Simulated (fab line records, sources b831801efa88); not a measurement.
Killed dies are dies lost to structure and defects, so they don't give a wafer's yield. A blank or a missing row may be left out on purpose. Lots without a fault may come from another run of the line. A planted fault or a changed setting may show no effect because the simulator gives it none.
Chamber matching | flow sky130 | SKY_LI_CONTACT_CMP_02 on cmp-01: 4 sister chambers
The step polishes PSG. 4 wafers are shown with their chamber, then 8 later ones without.

WAFERS WITH THEIR CHAMBER
wafer  | chamber | motor_current_A (A)
L803.3 | 2       | 10.9
L807.1 | 1       | 12.1
L807.6 | 0       | 11.5
L809.3 | 3       | 11.2

WAFERS WITHOUT THEIR CHAMBER
wafer  | motor_current_A (A)
L809.4 | 11.0
L809.6 | 12.8
L810.2 | 11.7
L810.4 | 11.3
L810.6 | 11.7
L811.2 | 11.6
L811.3 | 11.7
L811.5 | 11.6

WHICH CHAMBER EACH WENT THROUGH
wafer  | from the rows above          | in truth
L809.4 | can't be placed: 2 or 3 or 0 | 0
L809.6 | 1                            | 1
L810.2 | can't be placed: 0 or 1 or 3 | 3
L810.4 | can't be placed: 3 or 0 or 2 | 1
L810.6 | can't be placed: 0 or 1 or 3 | 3
L811.2 | can't be placed: 0 or 3 or 1 | 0
L811.3 | can't be placed: 0 or 1 or 3 | 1
L811.5 | can't be placed: 0 or 3 or 1 | 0
Placed correctly: 1 of 8. Can't be placed from these rows: 7 (the true chamber is among the candidates in 6). Placed wrongly: 0.
How it was worked out, from the rows above alone: a wafer's distance from a chamber is the root of the sum, over the readings, of the square of ((its reading less the chamber's mean) divided by the reading's scatter). The wafer belongs to the nearest chamber; if the next one is less than 2 further off, it can't be placed. A chamber's mean is the mean of its shown wafers. The scatter: with one shown wafer a chamber, the root of the mean of the squares of how far each hidden wafer lies from its nearest shown one.
